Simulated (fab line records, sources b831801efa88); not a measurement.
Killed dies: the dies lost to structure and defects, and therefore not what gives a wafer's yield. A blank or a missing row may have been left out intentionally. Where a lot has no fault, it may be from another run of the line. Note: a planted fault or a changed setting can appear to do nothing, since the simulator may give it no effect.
fab line records + flow sky130
record
- lots=5
- wafers=15
- lastDay=49
route steps=708 shown PAD_OPEN@695
lots with no fault: from the same line, run without faults
startH: the number of hours between the record's first day and the start of the first shown wafer of the lot + waitH: how many hours have passed since the lot's step before this one + " unchanged from the row above + L1.1+2: several wafers, shown together as one row + - no value, or no start was given + * or withheld: withheld + < > ~ a bound
route shown NAME@n: a module of which the file shows steps, and the number in the route of the first + usual: the fault-free wafers' mean and standard deviation + same: alike in all rows + chamber/n: place in a boat + sites: the reading at each site + _std_site: their standard deviation + _edge_site: mean of outer sites minus mean of inner sites + radiusMm: how far each site lies from the wafer's centre + mask NAME#n: copy n + behind: tool/chamber where the wafer was last shaped + hold: what put the lot on hold/how long, in hours/how the hold closed + device: the n, p or np transistor that did not switch + end of line: the tests these same wafers got at the end of their route + a step given without rows: its recipe and nothing more + killed: at the first sort, the dies lost to defects and structure; wafer yield is something else + map: shows each die of a wafer: x if killed, . if not, _ if none is there
set.NAME: the run value of the setting; set.NAME@STEP: its run value at that earlier step + model.NAME: the simulator's own value behind a step, which no gauge read
lots at selected steps of the route; one table per step, one row per wafer
services: from which hour (startH, from the record's first day; less than 0 if before it) a tool's chamber was out of use, for how many hours, and why
## steps
# step SKY_PAD_OPEN_HMDS_01
# recipe
- primeTimeS=60
- primeTempC=120
# usual
- exhaustPa=45.1/0.9
| lot.wafer | tool          | chamber | startH  | waitH | exhaustPa |
|-----------|---------------|---------|---------|-------|-----------|
| L077.4    | lithoTrack-03 | 0       | 1082.24 | 0.1   | 46.0      |
| L077.5    | "             | 0       | "       | "     | 45.3      |
| L077.6    | "             | 0       | "       | "     | 45.6      |
| L076.3    | lithoTrack-04 | 0       | 1084.16 | 0.1   | 45.3      |
| L076.4    | "             | 0       | "       | "     | 45.3      |
| L076.5    | "             | 0       | "       | "     | 44.3      |
| L078.1    | lithoTrack-04 | 0       | 1087.81 | 0.1   | 45.8      |
| L078.3    | "             | 0       | "       | "     | 46.3      |
| L078.6    | "             | 0       | "       | "     | 45.3      |
| L080.1    | lithoTrack-02 | 0       | 1109.02 | 0.1   | 45.2      |
| L080.2    | "             | 0       | "       | "     | 46.1      |
| L080.6    | "             | 0       | "       | "     | 45.5      |
| L093.2    | lithoTrack-03 | 0       | 1168.19 | 0.1   | 45.1      |
| L093.3    | "             | 0       | "       | "     | 44.7      |
| L093.6    | "             | 0       | "       | "     | 45.1      |
# step SKY_PAD_OPEN_COAT_02
# recipe
- spinRpm=2000
- resistThkNm=3000
# usual
- exhaustPa=45.1/1.1
| lot.wafer | tool          | chamber | startH  | waitH | exhaustPa |
|-----------|---------------|---------|---------|-------|-----------|
| L077.4    | lithoTrack-03 | 0       | 1082.39 | 0.1   | 45.5      |
| L077.5    | "             | 0       | "       | "     | 45.4      |
| L077.6    | "             | 0       | "       | "     | 45.6      |
| L076.3    | lithoTrack-04 | 0       | 1084.31 | 0.1   | 45.5      |
| L076.4    | "             | 0       | "       | "     | 47.7      |
| L076.5    | "             | 0       | "       | "     | 46.2      |
| L078.1    | lithoTrack-04 | 0       | 1087.96 | 0.1   | 46.6      |
| L078.3    | "             | 0       | "       | "     | 45.7      |
| L078.6    | "             | 0       | "       | "     | 45.2      |
| L080.1    | lithoTrack-02 | 0       | 1109.17 | 0.1   | 45.8      |
| L080.2    | "             | 0       | "       | "     | 44.7      |
| L080.6    | "             | 0       | "       | "     | 44.6      |
| L093.2    | lithoTrack-03 | 0       | 1168.34 | 0.1   | 43.7      |
| L093.3    | "             | 0       | "       | "     | 44.4      |
| L093.6    | "             | 0       | "       | "     | 45.0      |
# step SKY_PAD_OPEN_SOFTBAKE_03
# recipe
- tempC=110
- timeS=withheld
# usual
- exhaustPa=45.1/0.94
| lot.wafer | tool          | chamber | startH  | waitH | exhaustPa |
|-----------|---------------|---------|---------|-------|-----------|
| L077.4    | lithoTrack-03 | 0       | 1082.57 | 0.1   | 43.4      |
| L077.5    | "             | 0       | "       | "     | 42.8      |
| L077.6    | "             | 0       | "       | "     | 44.1      |
| L076.3    | lithoTrack-04 | 0       | 1084.48 | 0.1   | 44.9      |
| L076.4    | "             | 0       | "       | "     | 44.2      |
| L076.5    | "             | 0       | "       | "     | 44.5      |
| L078.1    | lithoTrack-04 | 0       | 1088.11 | 0.1   | 47.1      |
| L078.3    | "             | 0       | "       | "     | 46.9      |
| L078.6    | "             | 0       | "       | "     | 45.6      |
| L080.1    | lithoTrack-02 | 0       | 1109.32 | 0.1   | 45.8      |
| L080.2    | "             | 0       | "       | "     | 45.1      |
| L080.6    | "             | 0       | "       | "     | 45.0      |
| L093.2    | lithoTrack-03 | 0       | 1168.50 | 0.1   | 43.6      |
| L093.3    | "             | 0       | "       | "     | 44.9      |
| L093.6    | "             | 0       | "       | "     | 45.0      |
# step SKY_PAD_OPEN_EXPOSE_04
# recipe
- maskId=PDM
- targetCdNm=60000
- na=0.57
- doseMj=260
# usual
- focusOffsetNm=0.1/0.5
| lot.wafer | tool            | chamber | startH | waitH | mask  | focusOffsetNm |
|-----------|-----------------|---------|--------|-------|-------|---------------|
| L077.4    | ilineStepper-02 | 0       | -      | -     | PDM#0 | -1.5          |
| L077.5    | "               | 0       | "      | "     | PDM#0 | 0.2           |
| L077.6    | "               | 0       | "      | "     | PDM#0 | -0.8          |
| L076.3    | ilineStepper-01 | 0       | -      | -     | PDM#0 | -0.6          |
| L076.4    | "               | 0       | "      | "     | PDM#0 | -0.7          |
| L076.5    | "               | 0       | "      | "     | PDM#0 | -0.5          |
| L078.1    | ilineStepper-01 | 0       | -      | -     | PDM#0 | 0.5           |
| L078.3    | "               | 0       | "      | "     | PDM#0 | 0.5           |
| L078.6    | "               | 0       | "      | "     | PDM#0 | 0.1           |
| L080.1    | ilineStepper-01 | 0       | -      | -     | PDM#0 | 0.1           |
| L080.2    | "               | 0       | "      | "     | PDM#0 | 0.0           |
| L080.6    | "               | 0       | "      | "     | PDM#0 | 0.5           |
| L093.2    | ilineStepper-02 | 0       | -      | -     | PDM#0 | -0.5          |
| L093.3    | "               | 0       | "      | "     | PDM#0 | -0.5          |
| L093.6    | "               | 0       | "      | "     | PDM#0 | 0.0           |
# step SKY_PAD_OPEN_PEB_05
# recipe
- tempC=115
- timeS=withheld
# usual
- exhaustPa=44.7/0.86
| lot.wafer | tool          | chamber | startH | waitH | exhaustPa |
|-----------|---------------|---------|--------|-------|-----------|
| L077.4    | lithoTrack-04 | 0       | -      | -     | 43.0      |
| L077.5    | "             | 0       | "      | "     | 42.9      |
| L077.6    | "             | 0       | "      | "     | 44.0      |
| L076.3    | lithoTrack-02 | 0       | -      | -     | 44.6      |
| L076.4    | "             | 0       | "      | "     | 46.2      |
| L076.5    | "             | 0       | "      | "     | 45.6      |
| L078.1    | lithoTrack-03 | 0       | -      | -     | 44.7      |
| L078.3    | "             | 0       | "      | "     | 44.6      |
| L078.6    | "             | 0       | "      | "     | 44.0      |
| L080.1    | lithoTrack-03 | 0       | -      | -     | 44.5      |
| L080.2    | "             | 0       | "      | "     | 44.1      |
| L080.6    | "             | 0       | "      | "     | 43.9      |
| L093.2    | lithoTrack-04 | 0       | -      | -     | 45.0      |
| L093.3    | "             | 0       | "      | "     | 44.5      |
| L093.6    | "             | 0       | "      | "     | 45.1      |
# step SKY_PAD_OPEN_DEVELOP_06
# recipe
- developTimeS=60
- devTempC=23
# usual
- exhaustPa=45.0/0.97
# same
- developTimeS=60
| lot.wafer | tool          | chamber | startH | waitH | exhaustPa |
|-----------|---------------|---------|--------|-------|-----------|
| L077.4    | lithoTrack-04 | 0       | -      | -     | 44.1      |
| L077.5    | "             | 0       | "      | "     | 45.3      |
| L077.6    | "             | 0       | "      | "     | 44.7      |
| L076.3    | lithoTrack-02 | 0       | -      | -     | 44.0      |
| L076.4    | "             | 0       | "      | "     | 45.0      |
| L076.5    | "             | 0       | "      | "     | 44.0      |
| L078.1    | lithoTrack-03 | 0       | -      | -     | 45.1      |
| L078.3    | "             | 0       | "      | "     | 45.3      |
| L078.6    | "             | 0       | "      | "     | 45.4      |
| L080.1    | lithoTrack-03 | 0       | -      | -     | 43.9      |
| L080.2    | "             | 0       | "      | "     | 44.2      |
| L080.6    | "             | 0       | "      | "     | 44.0      |
| L093.2    | lithoTrack-04 | 0       | -      | -     | 46.1      |
| L093.3    | "             | 0       | "      | "     | 44.5      |
| L093.6    | "             | 0       | "      | "     | 45.4      |
# step SKY_PAD_OPEN_ETCH_07
# recipe
- chemistry=CF4/O2
- targetDepthNm=725
- stopOn=AlCu
- sourceW=800
- biasW=150
- pressureMtorr=150
- cf4FlowSccm=80
- O2_flow_sccm=10
- timeS=161.1
# usual
- drypumpMotorCurrentA=5.7/0.5
- oesProductAu=0.975/0.007
- throttleValvePct=5.963/0.0098
| lot.wafer | tool       | chamber | startH  | waitH | drypumpMotorCurrentA | oesProductAu | rfHoursCounterH | throttleValvePct |
|-----------|------------|---------|---------|-------|----------------------|--------------|-----------------|------------------|
| L077.4    | rieDiel-03 | 1       | 1092.81 | -     | 6.0                  | 0.980        | 1               | 5.962            |
| L077.5    | "          | 0       | "       | "     | 6.4                  | 0.981        | -               | 5.958            |
| L077.6    | "          | 1       | "       | "     | 6.0                  | 0.973        | -               | 5.955            |
| L076.3    | rieDiel-03 | 2       | 1094.32 | -     | 6.0                  | 0.970        | 15              | 5.962            |
| L076.4    | "          | 0       | "       | "     | 6.4                  | 0.985        | 4               | 5.987            |
| L076.5    | "          | 2       | "       | "     | 6.0                  | 0.975        | -               | 5.967            |
| L078.1    | rieDiel-03 | 2       | 1097.62 | -     | 6.0                  | 0.974        | 15              | 5.951            |
| L078.3    | "          | 0       | "       | "     | 6.4                  | 0.969        | 4               | 5.949            |
| L078.6    | "          | 2       | "       | "     | 6.0                  | 0.973        | -               | 5.966            |
| L080.1    | rieDiel-04 | 1       | 1118.82 | -     | 4.9                  | 0.972        | 26              | 5.967            |
| L080.2    | "          | 2       | "       | "     | 4.7                  | 0.971        | 21              | 5.969            |
| L080.6    | "          | 0       | "       | "     | 5.5                  | 0.980        | -               | 5.955            |
| L093.2    | rieDiel-03 | 1       | 1176.71 | -     | 6.0                  | 0.971        | 4               | 5.968            |
| L093.3    | "          | 0       | "       | "     | 6.4                  | 0.971        | 8               | 5.975            |
| L093.6    | "          | 1       | "       | "     | 6.0                  | 0.974        | -               | 5.971            |
# step SKY_PAD_OPEN_STRIP_08
# recipe
- chemistry=O2/N2
- powerW=1400
- pressureMtorr=1500
- platenTempC=withheld
- overashFraction=0.7
- o2FlowSccm=3000
- n2FlowSccm=300
# usual
- drypumpMotorCurrentA=6.01/0.24
- oesProductAu=0.663/0.0043
- stripTimeToEndpointS=37.05/0.11
| lot.wafer | tool           | chamber | startH  | waitH | drypumpMotorCurrentA | oesProductAu | rfHoursCounterH | stripTimeToEndpointS |
|-----------|----------------|---------|---------|-------|----------------------|--------------|-----------------|----------------------|
| L077.4    | plasmaAsher-02 | 1       | 1092.95 | 0.1   | 5.51                 | 0.666        | -               | 36.97                |
| L077.5    | "              | 0       | "       | "     | 6.37                 | 0.653        | -               | 36.99                |
| L077.6    | "              | 1       | "       | "     | 5.49                 | 0.662        | -               | 36.96                |
| L076.3    | plasmaAsher-02 | 0       | 1094.46 | 0.1   | 6.35                 | 0.659        | -               | 37.00                |
| L076.4    | "              | 1       | "       | "     | 5.53                 | 0.659        | -               | 37.10                |
| L076.5    | "              | 1       | "       | "     | 5.53                 | 0.663        | -               | 37.19                |
| L078.1    | plasmaAsher-03 | 0       | 1097.72 | 0.1   | 6.13                 | 0.665        | 95              | 36.95                |
| L078.3    | "              | 1       | "       | "     | 5.93                 | 0.666        | -               | 37.12                |
| L078.6    | "              | 0       | "       | "     | 6.15                 | 0.658        | -               | 37.11                |
| L080.1    | plasmaAsher-02 | 1       | 1118.92 | 0.1   | 5.51                 | 0.661        | 39              | 37.12                |
| L080.2    | "              | 0       | "       | "     | 6.37                 | 0.670        | 39              | 37.13                |
| L080.6    | "              | 0       | "       | "     | 6.35                 | 0.666        | -               | 37.03                |
| L093.2    | plasmaAsher-03 | 0       | 1176.82 | 0.1   | 6.15                 | 0.657        | 102             | 37.08                |
| L093.3    | "              | 0       | "       | "     | 6.17                 | 0.663        | -               | 37.14                |
| L093.6    | "              | 1       | "       | "     | 5.94                 | 0.664        | -               | 37.05                |
# step SKY_PAD_OPEN_STRIP_09
# recipe
- chemistry=postEtchResidueRemover
- timeS=1200
- tempC=72.5
| lot.wafer  | tool        | chamber | startH  | waitH |
|------------|-------------|---------|---------|-------|
| L077.4+5+6 | wetBench-01 | 2       | 1093.02 | 0.0   |
| L076.3+4+5 | wetBench-01 | 0       | 1094.53 | 0.0   |
| L078.1+3+6 | wetBench-01 | 3       | 1097.82 | 0.1   |
| L080.1+2+6 | wetBench-02 | 1       | 1119.02 | 0.1   |
| L093.2+3+6 | wetBench-01 | 2       | 1176.92 | 0.1   |
# step SKY_PAD_OPEN_CLEAN_10
# recipe
- chemistry=IPA
- timeS=180
- tempC=25
| lot.wafer  | tool        | chamber | startH  | waitH |
|------------|-------------|---------|---------|-------|
| L077.4+5+6 | wetBench-04 | 3       | 1093.36 | 0.0   |
| L076.3+4+5 | wetBench-01 | 1       | 1094.87 | 0.0   |
| L078.1+3+6 | wetBench-04 | 3       | 1098.17 | 0.0   |
| L080.1+2+6 | wetBench-04 | 1       | 1119.37 | 0.0   |
| L093.2+3+6 | wetBench-02 | 0       | 1177.49 | 0.2   |
# step SKY_PAD_OPEN_CLEAN_11
# recipe
- chemistry=O3/DIW
- dry=n2Spin
| lot.wafer  | tool        | chamber | startH  | waitH |
|------------|-------------|---------|---------|-------|
| L077.4+5+6 | wetBench-01 | 2       | 1093.42 | 0.0   |
| L076.3+4+5 | wetBench-01 | 1       | 1094.93 | 0.0   |
| L078.1+3+6 | wetBench-02 | 1       | 1098.22 | 0.0   |
| L080.1+2+6 | wetBench-02 | 2       | 1119.44 | 0.0   |
| L093.2+3+6 | wetBench-04 | 0       | 1177.59 | 0.0   |
# step SKY_PAD_OPEN_ANNEAL_12
# recipe
- tempC=402.1
- timeS=withheld
- ambient=N2/H2
- idleTempC=300
- rampUpCPerMin=8
- rampDownCPerMin=4
# usual
- tube_center_temp_C_max=403.14/0.17
- zonePowerCentrePct=5.03/0.17
- zonePowerTopPct=11.43/0.17
| lot.wafer | tool       | chamber | startH  | waitH | tube_center_temp_C_max | zonePowerCentrePct | zonePowerTopPct |
|-----------|------------|---------|---------|-------|------------------------|--------------------|-----------------|
| L077.4    | furnace-02 | 0       | 1093.51 | 0.0   | 402.94                 | 4.80               | 11.34           |
| L077.5    | "          | 0       | "       | "     | 403.09                 | 4.86               | 11.67           |
| L077.6    | "          | 0       | "       | "     | 403.00                 | 4.80               | 11.44           |
| L076.3    | furnace-01 | 0       | 1095.02 | 0.0   | 403.03                 | 5.20               | 11.17           |
| L076.4    | "          | 0       | "       | "     | 403.06                 | 5.13               | 11.46           |
| L076.5    | "          | 0       | "       | "     | 403.14                 | 5.21               | 11.15           |
| L078.1    | furnace-02 | 0       | 1098.33 | 0.0   | 403.23                 | 4.78               | 11.45           |
| L078.3    | "          | 0       | "       | "     | 403.11                 | 4.86               | 11.69           |
| L078.6    | "          | 0       | "       | "     | 403.07                 | 4.95               | 11.64           |
| L080.1    | furnace-01 | 0       | 1119.53 | 0.0   | 403.18                 | 5.16               | 11.26           |
| L080.2    | "          | 0       | "       | "     | 403.27                 | 5.22               | 11.42           |
| L080.6    | "          | 0       | "       | "     | 403.04                 | 5.26               | 11.24           |
| L093.2    | furnace-02 | 0       | 1177.68 | 0.0   | 402.86                 | 4.85               | 11.61           |
| L093.3    | "          | 0       | "       | "     | 402.91                 | 4.83               | 11.50           |
| L093.6    | "          | 0       | "       | "     | 403.40                 | 4.89               | 11.49           |
# step SKY_PAD_OPEN_BOW_MEAS_13
# recipe
- mode=bow
# usual
- PAD_OPEN_BOW=44/8.2
| lot.wafer | tool         | chamber | startH  | waitH | PAD_OPEN_BOW[um] |
|-----------|--------------|---------|---------|-------|------------------|
| L077.4    | filmMetro-04 | -       | 1095.07 | -     | 28               |
| L077.5    | "            | -       | "       | "     | 34               |
| L077.6    | "            | -       | "       | "     | 55               |
| L076.3    | filmMetro-04 | -       | 1096.56 | -     | 35               |
| L076.4    | "            | -       | "       | "     | 42               |
| L076.5    | "            | -       | "       | "     | 50               |
| L078.1    | filmMetro-01 | -       | 1099.83 | -     | 42               |
| L078.3    | "            | -       | "       | "     | 46               |
| L078.6    | "            | -       | "       | "     | 37               |
| L080.1    | filmMetro-01 | -       | 1121.03 | -     | 53               |
| L080.2    | "            | -       | "       | "     | 53               |
| L080.6    | "            | -       | "       | "     | 35               |
| L093.2    | filmMetro-03 | -       | 1179.20 | -     | 62               |
| L093.3    | "            | -       | "       | "     | 55               |
| L093.6    | "            | -       | "       | "     | 67               |
# step SKY_PAD_OPEN_PROBE_99
# usual
- defectLimitedYield=82.5/2
- killed_at_M0_to_M3=43/7.6
- killed_at_M4_up=2.8/1.9
- killedAtContacts=24/4.7
- killedAtFrontEnd=16/4.4
- killedAtOther=0.2/0.4
- killedDies=86/9.9
- killedOpen=47/8.2
- killedShort=39/6.3
- sort_bin_3_pad_short=0.8/0.42
- sort_bin_5_function=10.4/1.5
- sort_bin_6_memory=6.2/1.2
- sortNPass=406/9.9
- sortYieldPct=82.5/2
# same
- grossDies=492
- killedAtBackSide=0
- sort_bin_4_leakage[%]=0
- sort_bin_8_speed[%]=0
| lot.wafer | tool      | chamber | startH  | waitH | defectLimitedYield[%] | killed_at_M0_to_M3 | killed_at_M4_up | killedAtContacts | killedAtFrontEnd | killedAtOther | killedDies | killedOpen | killedShort | sort_bin_3_pad_short[%] | sort_bin_5_function[%] | sort_bin_6_memory[%] | sortNPass | sortYieldPct[%] |
|-----------|-----------|---------|---------|-------|-----------------------|--------------------|-----------------|------------------|------------------|---------------|------------|------------|-------------|-------------------------|------------------------|----------------------|-----------|-----------------|
| L077.4    | prober-01 | -       | 1095.28 | 0.2   | 83.5                  | 44                 | 2               | 22               | 12               | 1             | 81         | 45         | 36          | 1.4                     | 9.3                    | 5.7                  | 411       | 83.5            |
| L077.5    | prober-01 | -       | 1095.33 | 0.2   | 78.7                  | 69                 | 1               | 25               | 10               | 0             | 105        | 62         | 43          | 1.4                     | 11.2                   | 8.7                  | 387       | 78.7            |
| L077.6    | prober-01 | -       | 1095.38 | 0.2   | 84.1                  | 38                 | 1               | 27               | 12               | 0             | 78         | 42         | 36          | 1.0                     | 10.2                   | 4.7                  | 414       | 84.1            |
| L078.1    | prober-01 | -       | 1099.95 | 0.1   | 84.8                  | 33                 | 2               | 23               | 17               | 0             | 75         | 47         | 28          | 0.8                     | 8.9                    | 5.5                  | 417       | 84.8            |
| L078.3    | prober-01 | -       | 1100.05 | 0.2   | 83.7                  | 48                 | 0               | 14               | 18               | 0             | 80         | 39         | 41          | 1.4                     | 9.8                    | 5.1                  | 412       | 83.7            |
| L078.6    | prober-01 | -       | 1100.20 | 0.2   | 84.6                  | 40                 | 1               | 22               | 13               | 0             | 76         | 37         | 39          | 1.0                     | 10.0                   | 4.5                  | 416       | 84.6            |
| L093.2    | prober-02 | -       | 1179.35 | 0.1   | 81.9                  | 52                 | 2               | 24               | 11               | 0             | 89         | 60         | 29          | 0.6                     | 9.3                    | 8.1                  | 403       | 81.9            |
| L093.3    | prober-02 | -       | 1179.40 | 0.2   | 82.5                  | 41                 | 3               | 23               | 18               | 1             | 86         | 41         | 45          | 0.6                     | 10.8                   | 6.1                  | 406       | 82.5            |
| L093.6    | prober-02 | -       | 1179.55 | 0.2   | 83.3                  | 44                 | 1               | 20               | 17               | 0             | 82         | 49         | 33          | 1.2                     | 8.7                    | 6.7                  | 410       | 83.3            |
# killed by level:class
L077.4 VIA1:geometricParticle:open=11 METAL2:geometricParticle:short=8 LI_CONTACT:geometricParticle:open=7 CONTACT:geometricParticle:open=6 VIA2:geometricParticle:open=6 VIA3:geometricParticle:open=5 CONTACT:geometricParticle:short=5 VIA1:geometricParticle:short=5
L077.5 VIA1:geometricParticle:open=17 VIA3:geometricParticle:open=13 METAL2:geometricParticle:short=11 VIA1:geometricParticle:short=8 CONTACT:geometricParticle:open=7 VIA2:geometricParticle:open=7 LI_CONTACT:geometricParticle:open=6 LOCAL_INTERCONNECT:geometricParticle:short=5
L077.6 VIA1:geometricParticle:open=11 VIA2:geometricParticle:open=8 LI_CONTACT:geometricParticle:open=7 CONTACT:geometricParticle:open=7 LI_CONTACT:geometricParticle:short=5 FIELD_ISO:geometricParticle:short=4 POLY_GATE:geometricParticle:open=4 LOCAL_INTERCONNECT:geometricParticle:short=4
L078.1 CONTACT:geometricParticle:open=9 VIA2:geometricParticle:open=8 LI_CONTACT:geometricParticle:open=7 VIA3:geometricParticle:open=7 METAL1:geometricParticle:short=5 FIELD_ISO:geometricParticle:open=4 POLY_GATE:geometricParticle:open=4 POLY_GATE:geometricParticle:short=4
L078.3 VIA2:geometricParticle:open=9 METAL2:geometricParticle:short=8 VIA1:geometricParticle:open=7 FIELD_ISO:geometricParticle:open=6 LI_CONTACT:geometricParticle:open=6 POLY_GATE:geometricParticle:short=5 VIA3:geometricParticle:open=5 CONTACT:geometricParticle:short=4
L078.6 CONTACT:geometricParticle:open=9 VIA1:geometricParticle:open=7 FIELD_ISO:geometricParticle:short=6 CONTACT:geometricParticle:short=6 VIA2:geometricParticle:open=5 VIA3:geometricParticle:open=5 VIA2:geometricParticle:short=4 METAL1:geometricParticle:short=4
L093.2 CONTACT:geometricParticle:open=12 VIA1:geometricParticle:open=12 VIA2:geometricParticle:open=9 VIA3:geometricParticle:open=8 POLY_GATE:geometricParticle:open=5 METAL2:geometricParticle:short=5 LI_CONTACT:geometricParticle:open=4 VIA1:geometricParticle:short=4
L093.3 VIA1:geometricParticle:open=9 CONTACT:geometricParticle:open=7 CONTACT:geometricParticle:short=7 METAL1:geometricParticle:short=6 VIA2:geometricParticle:open=6 VIA3:geometricParticle:open=6 FIELD_ISO:geometricParticle:short=5 POLY_GATE:geometricParticle:short=5
L093.6 VIA1:geometricParticle:open=11 VIA3:geometricParticle:open=9 VIA2:geometricParticle:open=8 CONTACT:geometricParticle:open=7 FIELD_ISO:geometricParticle:open=6 VIA1:geometricParticle:short=6 FIELD_ISO:geometricParticle:short=5 LOCAL_INTERCONNECT:geometricParticle:short=5
## services
| tool            | chamber | startH  | hours | kind   |
|-----------------|---------|---------|-------|--------|
| plasmaAsher-02  | -       | 1085.28 | 0.6   | repair |
| ilineStepper-02 | -       | 1096.39 | 1.7   | pm     |
| rieDiel-03      | 2       | 1104.24 | 13.3  | repair |
| ilineStepper-01 | -       | 1107.73 | 1.7   | pm     |
| furnace-01      | -       | 1107.98 | 4.1   | pm     |
| rieDiel-04      | 1       | 1140.18 | 8.6   | repair |
| rieDiel-04      | 0       | 1145.42 | 4.0   | repair |
| ilineStepper-01 | -       | 1152.69 | 1.9   | repair |
| rieDiel-04      | -       | 1171.57 | 14.6  | pm     |
## key
fault none
